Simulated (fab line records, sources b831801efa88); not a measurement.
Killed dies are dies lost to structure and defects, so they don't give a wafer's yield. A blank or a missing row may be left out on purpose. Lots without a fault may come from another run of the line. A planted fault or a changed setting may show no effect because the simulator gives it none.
Chamber matching | flow gf180mcu | GF_V5_CVD_02 on pecvd-03: 3 sister chambers
The step deposits SiO2 from TEOS, target thk 1450 nm, time 163.28 s. 3 wafers are shown with their chamber, then 9 later ones without.

WAFERS WITH THEIR CHAMBER
wafer  | chamber | heater_power_w (W)
L729.1 | 1       | 577
L729.2 | 2       | 628
L729.3 | 0       | 713

WAFERS WITHOUT THEIR CHAMBER
wafer  | heater_power_w (W)
L731.1 | 737
L731.2 | 693
L731.5 | 563
L743.2 | 686
L743.3 | 849
L743.5 | 458
L744.2 | 844
L744.3 | 578
L744.5 | 680

WHICH CHAMBER EACH WENT THROUGH
wafer  | from the rows above          | in truth
L731.1 | can't be placed: 0 or 2 or 1 | 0
L731.2 | can't be placed: 0 or 2 or 1 | 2
L731.5 | can't be placed: 1 or 2 or 0 | 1
L743.2 | can't be placed: 0 or 2 or 1 | 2
L743.3 | can't be placed: 0 or 2 or 1 | 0
L743.5 | can't be placed: 1 or 2 or 0 | 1
L744.2 | can't be placed: 0 or 2 or 1 | 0
L744.3 | can't be placed: 1 or 2 or 0 | 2
L744.5 | can't be placed: 0 or 2 or 1 | 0
Placed correctly: 0 of 9. Can't be placed from these rows: 9 (the true chamber is among the candidates in 9). Placed wrongly: 0.
How it was worked out, from the rows above alone: a wafer's distance from a chamber is the root of the sum, over the readings, of the square of ((its reading less the chamber's mean) divided by the reading's scatter). The wafer belongs to the nearest chamber; if the next one is less than 2 further off, it can't be placed. A chamber's mean is the mean of its shown wafers. The scatter: with one shown wafer a chamber, the root of the mean of the squares of how far each hidden wafer lies from its nearest shown one.
